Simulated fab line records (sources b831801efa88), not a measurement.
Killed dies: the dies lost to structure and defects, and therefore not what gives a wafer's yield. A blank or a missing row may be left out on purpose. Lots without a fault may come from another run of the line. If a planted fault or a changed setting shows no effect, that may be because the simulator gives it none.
fab line records / flow sky130
record: lots: 6 wafers: 18 lastDay: 50
route steps=708 shown METAL1@455 VIA1@458
lots with no fault: from the same line, run without faults
startH: hours from the record's first day to the start of the lot's first wafer shown / waitH: hours elapsed since this lot's preceding step / " same as the row above / L1.1+2: a single row standing in for several wafers / - value missing, or start not given / * or withheld: withheld / < > ~ a bound
route shown NAME@n: NAME is a module with steps in the file, n the number in the route of the first one / usual: mean/standard deviation of fault-free wafers / same: alike in all rows / chamber/n: place in a boat / sites: per-site readings / _std_site: standard deviation of those values / _edge_site: mean of outer sites minus mean of inner sites / radiusMm: for every site, how far away it sits from the centre of the wafer / mask NAME#n: copy n / behind: the last tool/chamber to shape the wafer / hold: what put the lot on hold/how long, in hours/how the hold closed / device: names the non-switching transistor (n, p or np) / end of line: the same wafers' tests at the end of the route / a step with no rows: only its recipe / killed: count of dies lost to structure and defects at first sort (not the wafer's yield) / map: a wafer's dies, marking killed ones x, the rest . and places with no die _
set.NAME: the setting the step ran with; set.NAME@STEP: the setting that earlier step ran with / model.NAME: the simulator's own value behind a step, which no gauge read
lots seen at some steps along the route; tables by step, rows by wafer
services: a tool's chamber out of use, with start hour (startH, from the record's first day; less than 0 if before it), hours out, and reason
== steps ==
step: SKY_METAL1_STRIP_21
recipe: chemistry: postEtchResidueRemover timeS: 1200 tempC: 72.5
step: SKY_METAL1_CLEAN_22
recipe: chemistry: IPA timeS: 180 tempC: 25
step: SKY_METAL1_CLEAN_23
recipe: chemistry: O3/DIW dry: n2Spin
step: SKY_VIA1_HDPCVD_00
recipe: material: SiO2 targetThkNm: 1030 sigmaOpenFrac: 0.3 timeS: 171.7 tempC: 400 sih4FlowSccm: 60 pressureMtorr: 6
step: SKY_VIA1_THK_MEAS_01
recipe: reads: SiO2_of_VIA1_HDPCVD_00
usual: VIA1_HDPCVD_THK: 1028/12
lot.wafer=L724.1 tool=filmMetro-04 chamber=- startH=767.74 waitH=0.1 VIA1_HDPCVD_THK[nm]=1007
lot.wafer=L724.3 tool=filmMetro-04 chamber=- startH=767.74 waitH=0.1 VIA1_HDPCVD_THK[nm]=1011
lot.wafer=L724.5 tool=filmMetro-04 chamber=- startH=767.74 waitH=0.1 VIA1_HDPCVD_THK[nm]=1011
lot.wafer=L732.3 tool=filmMetro-02 chamber=- startH=841.61 waitH=0.1 VIA1_HDPCVD_THK[nm]=1033
lot.wafer=L732.5 tool=filmMetro-02 chamber=- startH=841.61 waitH=0.1 VIA1_HDPCVD_THK[nm]=1034
lot.wafer=L732.6 tool=filmMetro-02 chamber=- startH=841.61 waitH=0.1 VIA1_HDPCVD_THK[nm]=1047
lot.wafer=L733.2 tool=filmMetro-03 chamber=- startH=843.09 waitH=0.1 VIA1_HDPCVD_THK[nm]=1034
lot.wafer=L733.3 tool=filmMetro-03 chamber=- startH=843.09 waitH=0.1 VIA1_HDPCVD_THK[nm]=1048
lot.wafer=L733.6 tool=filmMetro-03 chamber=- startH=843.09 waitH=0.1 VIA1_HDPCVD_THK[nm]=1044
lot.wafer=L737.2 tool=filmMetro-04 chamber=- startH=874.99 waitH=0.1 VIA1_HDPCVD_THK[nm]=1029
lot.wafer=L737.3 tool=filmMetro-04 chamber=- startH=874.99 waitH=0.1 VIA1_HDPCVD_THK[nm]=1022
lot.wafer=L737.6 tool=filmMetro-04 chamber=- startH=874.99 waitH=0.1 VIA1_HDPCVD_THK[nm]=1028
lot.wafer=L740.1 tool=filmMetro-03 chamber=- startH=903.41 waitH=0.1 VIA1_HDPCVD_THK[nm]=1040
lot.wafer=L740.2 tool=filmMetro-03 chamber=- startH=903.41 waitH=0.1 VIA1_HDPCVD_THK[nm]=1040
lot.wafer=L740.3 tool=filmMetro-03 chamber=- startH=903.41 waitH=0.1 VIA1_HDPCVD_THK[nm]=1030
lot.wafer=L745.3 tool=filmMetro-02 chamber=- startH=944.32 waitH=0.1 VIA1_HDPCVD_THK[nm]=1031
lot.wafer=L745.5 tool=filmMetro-02 chamber=- startH=944.32 waitH=0.1 VIA1_HDPCVD_THK[nm]=1054
lot.wafer=L745.6 tool=filmMetro-02 chamber=- startH=944.32 waitH=0.1 VIA1_HDPCVD_THK[nm]=1033
step: SKY_VIA1_CMP_02
recipe: material: SiO2 downForcePsi: 4 platenRpm: 60 padVelocityMS: 0.94248
usual: motorCurrentA: 12.3/0.77
lot.wafer=L724.3 tool=cmp-01 chamber=0 startH=767.80 waitH=0.0 motorCurrentA=12.6
lot.wafer=L724.1 tool=cmp-01 chamber=3 startH=767.80 waitH=0.0 motorCurrentA=11.6
lot.wafer=L724.5 tool=cmp-01 chamber=1 startH=767.80 waitH=0.0 motorCurrentA=12.4
lot.wafer=L732.3 tool=cmp-01 chamber=0 startH=841.75 waitH=0.1 motorCurrentA=12.7
lot.wafer=L732.5 tool=cmp-01 chamber=2 startH=841.75 waitH=0.1 motorCurrentA=12.4
lot.wafer=L732.6 tool=cmp-01 chamber=3 startH=841.75 waitH=0.1 motorCurrentA=11.8
lot.wafer=L733.2 tool=cmp-02 chamber=1 startH=843.19 waitH=0.1 motorCurrentA=14.3
lot.wafer=L733.3 tool=cmp-02 chamber=3 startH=843.19 waitH=0.1 motorCurrentA=11.5
lot.wafer=L733.6 tool=cmp-02 chamber=0 startH=843.19 waitH=0.1 motorCurrentA=12.3
lot.wafer=L737.2 tool=cmp-01 chamber=2 startH=875.04 waitH=0.0 motorCurrentA=12.1
lot.wafer=L737.3 tool=cmp-01 chamber=1 startH=875.04 waitH=0.0 motorCurrentA=12.5
lot.wafer=L737.6 tool=cmp-01 chamber=2 startH=875.04 waitH=0.0 motorCurrentA=11.9
lot.wafer=L740.1 tool=cmp-01 chamber=0 startH=903.52 waitH=0.1 motorCurrentA=12.8
lot.wafer=L740.2 tool=cmp-01 chamber=1 startH=903.52 waitH=0.1 motorCurrentA=12.6
lot.wafer=L740.3 tool=cmp-01 chamber=2 startH=903.52 waitH=0.1 motorCurrentA=12.2
lot.wafer=L745.3 tool=cmp-02 chamber=2 startH=944.36 waitH=0.0 motorCurrentA=11.5
lot.wafer=L745.5 tool=cmp-02 chamber=2 startH=944.36 waitH=0.0 motorCurrentA=11.4
lot.wafer=L745.6 tool=cmp-02 chamber=3 startH=944.36 waitH=0.0 motorCurrentA=11.2
step: SKY_VIA1_BOW_MEAS_03
recipe: mode: bow
usual: VIA1_BOW: 80/6.7
lot.wafer=L724.1 tool=filmMetro-02 chamber=- startH=768.10 waitH=0.1 VIA1_BOW[um]=84
lot.wafer=L724.3 tool=filmMetro-02 chamber=- startH=768.10 waitH=0.1 VIA1_BOW[um]=80
lot.wafer=L724.5 tool=filmMetro-02 chamber=- startH=768.10 waitH=0.1 VIA1_BOW[um]=77
lot.wafer=L732.3 tool=filmMetro-02 chamber=- startH=841.99 waitH=0.2 VIA1_BOW[um]=79
lot.wafer=L732.5 tool=filmMetro-02 chamber=- startH=841.99 waitH=0.2 VIA1_BOW[um]=81
lot.wafer=L732.6 tool=filmMetro-02 chamber=- startH=841.99 waitH=0.2 VIA1_BOW[um]=85
lot.wafer=L733.2 tool=filmMetro-03 chamber=- startH=843.46 waitH=0.2 VIA1_BOW[um]=78
lot.wafer=L733.3 tool=filmMetro-03 chamber=- startH=843.46 waitH=0.2 VIA1_BOW[um]=90
lot.wafer=L733.6 tool=filmMetro-03 chamber=- startH=843.46 waitH=0.2 VIA1_BOW[um]=82
lot.wafer=L737.2 tool=filmMetro-03 chamber=- startH=875.36 waitH=0.3 VIA1_BOW[um]=73
lot.wafer=L737.3 tool=filmMetro-03 chamber=- startH=875.36 waitH=0.3 VIA1_BOW[um]=67
lot.wafer=L737.6 tool=filmMetro-03 chamber=- startH=875.36 waitH=0.3 VIA1_BOW[um]=67
lot.wafer=L740.1 tool=filmMetro-04 chamber=- startH=903.77 waitH=0.2 VIA1_BOW[um]=82
lot.wafer=L740.2 tool=filmMetro-04 chamber=- startH=903.77 waitH=0.2 VIA1_BOW[um]=79
lot.wafer=L740.3 tool=filmMetro-04 chamber=- startH=903.77 waitH=0.2 VIA1_BOW[um]=76
lot.wafer=L745.3 tool=filmMetro-02 chamber=- startH=944.70 waitH=0.3 VIA1_BOW[um]=80
lot.wafer=L745.5 tool=filmMetro-02 chamber=- startH=944.70 waitH=0.3 VIA1_BOW[um]=82
lot.wafer=L745.6 tool=filmMetro-02 chamber=- startH=944.70 waitH=0.3 VIA1_BOW[um]=84
step: SKY_VIA1_DEHYDRATE_04
recipe: tempC: 200 timeS: 60
step: SKY_VIA1_HMDS_05
recipe: primeTimeS: 60 primeTempC: 120
step: SKY_VIA1_COAT_06
recipe: resist: BARC tempC: withheld timeS: withheld spinRpm: 3000 resistThkNm: 60
step: SKY_VIA1_COAT_07
recipe: resist: KrF-thick spinRpm: 3000 resistThkNm: 450
step: SKY_VIA1_SOFTBAKE_08
recipe: tempC: 100 timeS: 90 resist: KrF-thick
step: SKY_VIA1_EXPOSE_09
recipe: maskId: VIM na: 0.8 sourceShape: annular sigmaInner: 0.55 sigmaOuter: 0.85 targetCdNm: 150 doseMj: 38
usual: reticleTempC: 23.00/0.098
lot.wafer=L724.1 tool=krfScanner-02 chamber=0 startH=781.97 waitH=- mask=VIM#0 reticleTempC=23.18
lot.wafer=L724.3 tool=krfScanner-02 chamber=0 startH=781.97 waitH=- mask=VIM#0 reticleTempC=23.01
lot.wafer=L724.5 tool=krfScanner-02 chamber=0 startH=781.97 waitH=- mask=VIM#0 reticleTempC=23.02
lot.wafer=L732.3 tool=krfScanner-01 chamber=0 startH=855.29 waitH=- mask=VIM#0 reticleTempC=23.01
lot.wafer=L732.5 tool=krfScanner-01 chamber=0 startH=855.29 waitH=- mask=VIM#0 reticleTempC=22.96
lot.wafer=L732.6 tool=krfScanner-01 chamber=0 startH=855.29 waitH=- mask=VIM#0 reticleTempC=23.02
lot.wafer=L733.2 tool=krfScanner-01 chamber=0 startH=856.80 waitH=- mask=VIM#0 reticleTempC=22.88
lot.wafer=L733.3 tool=krfScanner-01 chamber=0 startH=856.80 waitH=- mask=VIM#0 reticleTempC=22.94
lot.wafer=L733.6 tool=krfScanner-01 chamber=0 startH=856.80 waitH=- mask=VIM#0 reticleTempC=22.96
lot.wafer=L737.2 tool=krfScanner-02 chamber=0 startH=888.25 waitH=- mask=VIM#0 reticleTempC=22.98
lot.wafer=L737.3 tool=krfScanner-02 chamber=0 startH=888.25 waitH=- mask=VIM#0 reticleTempC=23.05
lot.wafer=L737.6 tool=krfScanner-02 chamber=0 startH=888.25 waitH=- mask=VIM#0 reticleTempC=22.90
lot.wafer=L740.1 tool=krfScanner-02 chamber=0 startH=916.31 waitH=- mask=VIM#0 reticleTempC=23.05
lot.wafer=L740.2 tool=krfScanner-02 chamber=0 startH=916.31 waitH=- mask=VIM#0 reticleTempC=22.98
lot.wafer=L740.3 tool=krfScanner-02 chamber=0 startH=916.31 waitH=- mask=VIM#0 reticleTempC=23.05
lot.wafer=L745.3 tool=krfScanner-01 chamber=0 startH=957.10 waitH=- mask=VIM#0 reticleTempC=22.89
lot.wafer=L745.5 tool=krfScanner-01 chamber=0 startH=957.10 waitH=- mask=VIM#0 reticleTempC=23.05
lot.wafer=L745.6 tool=krfScanner-01 chamber=0 startH=957.10 waitH=- mask=VIM#0 reticleTempC=22.99
step: SKY_VIA1_PEB_10
recipe: pebTempC: withheld pebTimeS: withheld resist: KrF-thick
step: SKY_VIA1_DEVELOP_11
recipe: developTimeS: 61.65 resist: KrF-thick devTempC: 21
lot.wafer=L724.1 tool=lithoTrack-02 chamber=0 startH=- waitH=- model.VIA1.cdNm=149
lot.wafer=L724.3 tool=lithoTrack-02 chamber=0 startH=- waitH=- model.VIA1.cdNm=147.7
lot.wafer=L724.5 tool=lithoTrack-02 chamber=0 startH=- waitH=- model.VIA1.cdNm=148.8
lot.wafer=L732.3 tool=lithoTrack-02 chamber=0 startH=- waitH=- model.VIA1.cdNm=149.8
lot.wafer=L732.5 tool=lithoTrack-02 chamber=0 startH=- waitH=- model.VIA1.cdNm=151
lot.wafer=L732.6 tool=lithoTrack-02 chamber=0 startH=- waitH=- model.VIA1.cdNm=107.2
lot.wafer=L733.2 tool=lithoTrack-01 chamber=0 startH=- waitH=- model.VIA1.cdNm=108.8
lot.wafer=L733.3 tool=lithoTrack-01 chamber=0 startH=- waitH=- model.VIA1.cdNm=149.9
lot.wafer=L733.6 tool=lithoTrack-01 chamber=0 startH=- waitH=- model.VIA1.cdNm=108
lot.wafer=L737.2 tool=lithoTrack-01 chamber=0 startH=- waitH=- model.VIA1.cdNm=149
lot.wafer=L737.3 tool=lithoTrack-01 chamber=0 startH=- waitH=- model.VIA1.cdNm=150.3
lot.wafer=L737.6 tool=lithoTrack-01 chamber=0 startH=- waitH=- model.VIA1.cdNm=150.4
lot.wafer=L740.1 tool=lithoTrack-04 chamber=0 startH=- waitH=- model.VIA1.cdNm=150.3
lot.wafer=L740.2 tool=lithoTrack-04 chamber=0 startH=- waitH=- model.VIA1.cdNm=149
lot.wafer=L740.3 tool=lithoTrack-04 chamber=0 startH=- waitH=- model.VIA1.cdNm=149.8
lot.wafer=L745.3 tool=lithoTrack-04 chamber=0 startH=- waitH=- model.VIA1.cdNm=149
lot.wafer=L745.5 tool=lithoTrack-04 chamber=0 startH=- waitH=- model.VIA1.cdNm=148
lot.wafer=L745.6 tool=lithoTrack-04 chamber=0 startH=- waitH=- model.VIA1.cdNm=149.2
step: SKY_VIA1_CD_MEAS_12
recipe: targetCdNm: 150
usual: cdNm: 149.9/1.7
lot.wafer=L724.1 tool=cdSem-02 chamber=- startH=795.03 waitH=- cdNm=148.9
lot.wafer=L724.3 tool=cdSem-02 chamber=- startH=795.03 waitH=- cdNm=148.2
lot.wafer=L724.5 tool=cdSem-02 chamber=- startH=795.03 waitH=- cdNm=148.4
lot.wafer=L732.3 tool=cdSem-01 chamber=- startH=869.07 waitH=- cdNm=149.5
lot.wafer=L732.5 tool=cdSem-01 chamber=- startH=869.07 waitH=- cdNm=151.0
lot.wafer=L732.6 tool=cdSem-01 chamber=- startH=869.07 waitH=- cdNm=107.3
lot.wafer=L733.2 tool=cdSem-02 chamber=- startH=870.39 waitH=- cdNm=108.8
lot.wafer=L733.3 tool=cdSem-02 chamber=- startH=870.39 waitH=- cdNm=150.2
lot.wafer=L733.6 tool=cdSem-02 chamber=- startH=870.39 waitH=- cdNm=108.1
lot.wafer=L737.2 tool=cdSem-02 chamber=- startH=900.39 waitH=- cdNm=148.8
lot.wafer=L737.3 tool=cdSem-02 chamber=- startH=900.39 waitH=- cdNm=149.7
lot.wafer=L737.6 tool=cdSem-02 chamber=- startH=900.39 waitH=- cdNm=150.5
lot.wafer=L740.1 tool=cdSem-02 chamber=- startH=927.99 waitH=- cdNm=150.3
lot.wafer=L740.2 tool=cdSem-02 chamber=- startH=927.99 waitH=- cdNm=148.9
lot.wafer=L740.3 tool=cdSem-02 chamber=- startH=927.99 waitH=- cdNm=149.7
lot.wafer=L745.3 tool=cdSem-01 chamber=- startH=969.28 waitH=- cdNm=149.3
lot.wafer=L745.5 tool=cdSem-01 chamber=- startH=969.28 waitH=- cdNm=147.9
lot.wafer=L745.6 tool=cdSem-01 chamber=- startH=969.28 waitH=- cdNm=149.2
step: SKY_VIA1_OVL_MEAS_13
usual: VIA1_OVL: 1/6.4
lot.wafer=L724.1 tool=overlay-02 chamber=- startH=795.15 waitH=0.1 VIA1_OVL[nm]=-9
lot.wafer=L724.3 tool=overlay-02 chamber=- startH=795.15 waitH=0.1 VIA1_OVL[nm]=-5
lot.wafer=L724.5 tool=overlay-02 chamber=- startH=795.15 waitH=0.1 VIA1_OVL[nm]=-9
lot.wafer=L732.3 tool=overlay-01 chamber=- startH=869.16 waitH=0.1 VIA1_OVL[nm]=0
lot.wafer=L732.5 tool=overlay-01 chamber=- startH=869.16 waitH=0.1 VIA1_OVL[nm]=4
lot.wafer=L732.6 tool=overlay-01 chamber=- startH=869.16 waitH=0.1 VIA1_OVL[nm]=1
lot.wafer=L733.2 tool=overlay-01 chamber=- startH=870.50 waitH=0.1 VIA1_OVL[nm]=3
lot.wafer=L733.3 tool=overlay-01 chamber=- startH=870.50 waitH=0.1 VIA1_OVL[nm]=-5
lot.wafer=L733.6 tool=overlay-01 chamber=- startH=870.50 waitH=0.1 VIA1_OVL[nm]=7
lot.wafer=L737.2 tool=overlay-02 chamber=- startH=900.50 waitH=0.1 VIA1_OVL[nm]=-8
lot.wafer=L737.3 tool=overlay-02 chamber=- startH=900.50 waitH=0.1 VIA1_OVL[nm]=-7
lot.wafer=L737.6 tool=overlay-02 chamber=- startH=900.50 waitH=0.1 VIA1_OVL[nm]=-8
lot.wafer=L740.1 tool=overlay-02 chamber=- startH=928.11 waitH=0.1 VIA1_OVL[nm]=2
lot.wafer=L740.2 tool=overlay-02 chamber=- startH=928.11 waitH=0.1 VIA1_OVL[nm]=5
lot.wafer=L740.3 tool=overlay-02 chamber=- startH=928.11 waitH=0.1 VIA1_OVL[nm]=7
lot.wafer=L745.3 tool=overlay-01 chamber=- startH=969.37 waitH=0.1 VIA1_OVL[nm]=-7
lot.wafer=L745.5 tool=overlay-01 chamber=- startH=969.37 waitH=0.1 VIA1_OVL[nm]=2
lot.wafer=L745.6 tool=overlay-01 chamber=- startH=969.37 waitH=0.1 VIA1_OVL[nm]=5
step: SKY_VIA1_ETCH_14
recipe: chemistry: N2/H2 target: BARC ionEnergyEv: 200 sourceW: 500 biasW: 100 pressureMtorr: 30 n2FlowSccm: 100 h2FlowSccm: 200 stopOn: SiO2 timeS: 45.9 targetDepthA: 600
usual: drypumpMotorCurrentA: 5.8/0.32 h2FlowSccm: 200.0/0.62 oesProductAu: 0.856/0.0053 rfFwdPowerW: 494.9/2 throttleValvePct: 13.224/0.0095
lot.wafer=L724.1 tool=rieDiel-01 chamber=1 startH=795.19 waitH=0.0 drypumpMotorCurrentA=5.7 h2FlowSccm=200.6 oesProductAu=0.851 rfFwdPowerW=489.8 rfHoursCounterH=12 throttleValvePct=13.229 model.VIA1.cdNm=149.1
lot.wafer=L724.3 tool=rieDiel-01 chamber=2 startH=795.19 waitH=0.0 drypumpMotorCurrentA=5.7 h2FlowSccm=199.5 oesProductAu=0.858 rfFwdPowerW=494.1 rfHoursCounterH=15 throttleValvePct=13.234 model.VIA1.cdNm=148.4
lot.wafer=L724.5 tool=rieDiel-01 chamber=2 startH=795.19 waitH=0.0 drypumpMotorCurrentA=5.7 h2FlowSccm=199.8 oesProductAu=0.852 rfFwdPowerW=494.8 rfHoursCounterH=- throttleValvePct=13.217 model.VIA1.cdNm=149.5
lot.wafer=L732.3 tool=rieDiel-01 chamber=2 startH=869.19 waitH=0.0 drypumpMotorCurrentA=5.7 h2FlowSccm=199.3 oesProductAu=0.855 rfFwdPowerW=493.9 rfHoursCounterH=16 throttleValvePct=13.225 model.VIA1.cdNm=149.4
lot.wafer=L732.5 tool=rieDiel-01 chamber=1 startH=869.19 waitH=0.0 drypumpMotorCurrentA=5.7 h2FlowSccm=199.7 oesProductAu=0.850 rfFwdPowerW=492.0 rfHoursCounterH=- throttleValvePct=13.224 model.VIA1.cdNm=151.2
lot.wafer=L732.6 tool=rieDiel-01 chamber=2 startH=869.19 waitH=0.0 drypumpMotorCurrentA=5.7 h2FlowSccm=199.9 oesProductAu=0.844 rfFwdPowerW=495.1 rfHoursCounterH=- throttleValvePct=13.236 model.VIA1.cdNm=107.1
lot.wafer=L733.2 tool=rieDiel-02 chamber=1 startH=870.53 waitH=0.0 drypumpMotorCurrentA=6.3 h2FlowSccm=199.7 oesProductAu=0.855 rfFwdPowerW=492.3 rfHoursCounterH=21 throttleValvePct=13.240 model.VIA1.cdNm=108.8
lot.wafer=L733.3 tool=rieDiel-02 chamber=3 startH=870.53 waitH=0.0 drypumpMotorCurrentA=5.0 h2FlowSccm=199.6 oesProductAu=0.852 rfFwdPowerW=495.9 rfHoursCounterH=18 throttleValvePct=13.232 model.VIA1.cdNm=148.9
lot.wafer=L733.6 tool=rieDiel-02 chamber=3 startH=870.53 waitH=0.0 drypumpMotorCurrentA=5.0 h2FlowSccm=199.6 oesProductAu=0.853 rfFwdPowerW=497.6 rfHoursCounterH=- throttleValvePct=13.228 model.VIA1.cdNm=106.7
lot.wafer=L737.2 tool=rieDiel-01 chamber=0 startH=900.53 waitH=0.0 drypumpMotorCurrentA=6.3 h2FlowSccm=200.0 oesProductAu=0.857 rfFwdPowerW=493.7 rfHoursCounterH=11 throttleValvePct=13.234 model.VIA1.cdNm=147.3
lot.wafer=L737.3 tool=rieDiel-01 chamber=1 startH=900.53 waitH=0.0 drypumpMotorCurrentA=5.7 h2FlowSccm=199.3 oesProductAu=0.850 rfFwdPowerW=489.9 rfHoursCounterH=15 throttleValvePct=13.225 model.VIA1.cdNm=150.3
lot.wafer=L737.6 tool=rieDiel-01 chamber=2 startH=900.53 waitH=0.0 drypumpMotorCurrentA=5.6 h2FlowSccm=198.9 oesProductAu=0.854 rfFwdPowerW=491.7 rfHoursCounterH=- throttleValvePct=13.234 model.VIA1.cdNm=149.3
lot.wafer=L740.1 tool=rieDiel-04 chamber=3 startH=928.14 waitH=0.0 drypumpMotorCurrentA=5.6 h2FlowSccm=200.6 oesProductAu=0.857 rfFwdPowerW=495.4 rfHoursCounterH=20 throttleValvePct=13.236 model.VIA1.cdNm=151.5
lot.wafer=L740.2 tool=rieDiel-04 chamber=1 startH=928.14 waitH=0.0 drypumpMotorCurrentA=5.7 h2FlowSccm=200.6 oesProductAu=0.843 rfFwdPowerW=498.2 rfHoursCounterH=24 throttleValvePct=13.233 model.VIA1.cdNm=149.3
lot.wafer=L740.3 tool=rieDiel-04 chamber=2 startH=928.14 waitH=0.0 drypumpMotorCurrentA=6.0 h2FlowSccm=200.1 oesProductAu=0.855 rfFwdPowerW=496.9 rfHoursCounterH=20 throttleValvePct=13.246 model.VIA1.cdNm=149.5
lot.wafer=L745.3 tool=rieDiel-04 chamber=3 startH=969.39 waitH=0.0 drypumpMotorCurrentA=5.6 h2FlowSccm=200.5 oesProductAu=0.854 rfFwdPowerW=495.1 rfHoursCounterH=21 throttleValvePct=13.224 model.VIA1.cdNm=149.6
lot.wafer=L745.5 tool=rieDiel-04 chamber=2 startH=969.39 waitH=0.0 drypumpMotorCurrentA=6.0 h2FlowSccm=200.1 oesProductAu=0.845 rfFwdPowerW=495.7 rfHoursCounterH=- throttleValvePct=13.238 model.VIA1.cdNm=148.9
lot.wafer=L745.6 tool=rieDiel-04 chamber=1 startH=969.39 waitH=0.0 drypumpMotorCurrentA=5.7 h2FlowSccm=199.8 oesProductAu=0.861 rfFwdPowerW=494.0 rfHoursCounterH=- throttleValvePct=13.238 model.VIA1.cdNm=150.1
step: SKY_VIA1_ETCH_15
recipe: target: SiO2 chemistry: C4F8/O2/Ar targetDepthNm: 351 stopOn: TiN maskMaterial: KrF-thick sourceW: 1500 biasW: 1200 pressureMtorr: 40 c4f8FlowSccm: withheld O2_flow_sccm: 6 Ar_flow_sccm: 300 timeS: 54
usual: oesProductAu: 0.981/0.0066 rfFwdPowerW: 1486/5.9
lot.wafer=L724.1 tool=rieDiel-01 chamber=1 startH=795.23 waitH=0.0 oesProductAu=0.987 rfFwdPowerW=1480
lot.wafer=L724.3 tool=rieDiel-01 chamber=2 startH=795.23 waitH=0.0 oesProductAu=0.986 rfFwdPowerW=1475
lot.wafer=L724.5 tool=rieDiel-01 chamber=2 startH=795.23 waitH=0.0 oesProductAu=0.973 rfFwdPowerW=1470
lot.wafer=L732.3 tool=rieDiel-01 chamber=2 startH=869.23 waitH=0.0 oesProductAu=0.975 rfFwdPowerW=1485
lot.wafer=L732.5 tool=rieDiel-01 chamber=1 startH=869.23 waitH=0.0 oesProductAu=0.986 rfFwdPowerW=1485
lot.wafer=L732.6 tool=rieDiel-01 chamber=2 startH=869.23 waitH=0.0 oesProductAu=0.984 rfFwdPowerW=1476
lot.wafer=L733.2 tool=rieDiel-02 chamber=1 startH=870.57 waitH=0.0 oesProductAu=0.980 rfFwdPowerW=1478
lot.wafer=L733.3 tool=rieDiel-02 chamber=3 startH=870.57 waitH=0.0 oesProductAu=0.963 rfFwdPowerW=1499
lot.wafer=L733.6 tool=rieDiel-02 chamber=3 startH=870.57 waitH=0.0 oesProductAu=0.967 rfFwdPowerW=1494
lot.wafer=L737.2 tool=rieDiel-01 chamber=0 startH=900.57 waitH=0.0 oesProductAu=0.991 rfFwdPowerW=1486
lot.wafer=L737.3 tool=rieDiel-01 chamber=1 startH=900.57 waitH=0.0 oesProductAu=0.974 rfFwdPowerW=1475
lot.wafer=L737.6 tool=rieDiel-01 chamber=2 startH=900.57 waitH=0.0 oesProductAu=0.982 rfFwdPowerW=1484
lot.wafer=L740.1 tool=rieDiel-04 chamber=3 startH=928.18 waitH=0.0 oesProductAu=0.972 rfFwdPowerW=1488
lot.wafer=L740.2 tool=rieDiel-04 chamber=1 startH=928.18 waitH=0.0 oesProductAu=0.978 rfFwdPowerW=1501
lot.wafer=L740.3 tool=rieDiel-04 chamber=2 startH=928.18 waitH=0.0 oesProductAu=0.985 rfFwdPowerW=1484
lot.wafer=L745.3 tool=rieDiel-04 chamber=3 startH=969.43 waitH=0.0 oesProductAu=0.979 rfFwdPowerW=1496
lot.wafer=L745.5 tool=rieDiel-04 chamber=2 startH=969.43 waitH=0.0 oesProductAu=0.986 rfFwdPowerW=1480
lot.wafer=L745.6 tool=rieDiel-04 chamber=1 startH=969.43 waitH=0.0 oesProductAu=0.979 rfFwdPowerW=1493
== services ==
tool=cmp-01 chamber=- startH=745.24 hours=2.0 kind=repair
tool=krfScanner-02 chamber=- startH=749.23 hours=1.3 kind=pm
tool=krfScanner-01 chamber=- startH=750.06 hours=0.3 kind=repair
tool=krfScanner-02 chamber=- startH=758.11 hours=1.0 kind=pm
tool=krfScanner-01 chamber=- startH=760.25 hours=1.2 kind=repair
tool=krfScanner-02 chamber=- startH=770.83 hours=1.0 kind=repair
tool=krfScanner-01 chamber=- startH=771.90 hours=1.0 kind=repair
tool=rieDiel-01 chamber=- startH=777.95 hours=1.2 kind=repair
tool=rieDiel-04 chamber=3 startH=785.62 hours=1.3 kind=repair
tool=krfScanner-01 chamber=- startH=791.73 hours=0.8 kind=pm
tool=krfScanner-01 chamber=- startH=800.54 hours=1.0 kind=pm
tool=rieDiel-01 chamber=0 startH=801.21 hours=7.3 kind=repair
tool=rieDiel-04 chamber=2 startH=851.65 hours=6.2 kind=repair
tool=rieDiel-04 chamber=- startH=864.37 hours=2.8 kind=pm
tool=krfScanner-02 chamber=- startH=867.11 hours=0.8 kind=pm
tool=cmp-01 chamber=- startH=877.82 hours=12.5 kind=repair
tool=rieDiel-04 chamber=0 startH=886.69 hours=42.2 kind=repair
tool=cmp-01 chamber=- startH=890.29 hours=3.9 kind=pm
tool=krfScanner-01 chamber=- startH=907.16 hours=0.8 kind=pm
tool=krfScanner-01 chamber=- startH=911.36 hours=1.3 kind=pm
tool=cmp-01 chamber=- startH=912.16 hours=4.0 kind=pm
tool=krfScanner-02 chamber=- startH=925.13 hours=1.3 kind=pm
tool=krfScanner-02 chamber=- startH=927.11 hours=1.0 kind=pm
tool=rieDiel-01 chamber=- startH=963.78 hours=0.8 kind=repair
== key ==
firstSign: step: SKY_VIA1_CD_MEAS_12 reading: cdNm direction: down sigmas: 25 usual: 149.9 struck: 108.1
effect none on later readings
modelEffect: step: SKY_VIA1_DEVELOP_11 value: VIA1.cdNm without: 149.2 struck: 108
modelEffect: step: SKY_VIA1_ETCH_14 value: VIA1.cdNm without: 148.8 struck: 107.5
metAt SKY_VIA1_EXPOSE_09
struckWafers L732.6,L733.2,L733.6
laterRowsLeftOut L732.6,L733.2,L733.6
sortLeftOut L732.6,L733.2,L733.6
fault: kind: processParameterDrift tool: krfScanner-01 chamber: - onsetH: 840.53 steps: SKY_VIA1_EXPOSE_09 channel: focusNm offset: 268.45 shape: step endH: 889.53 scope: struckWafersOnly
sortLeftOut: the simulated sort isn't trusted on such a fault, so these wafers' sort isn't shown, and their yield isn't known
laterRowsLeftOut: the simulator's readings of these wafers behind a module that went badly wrong aren't trusted and aren't shown, but for the sort
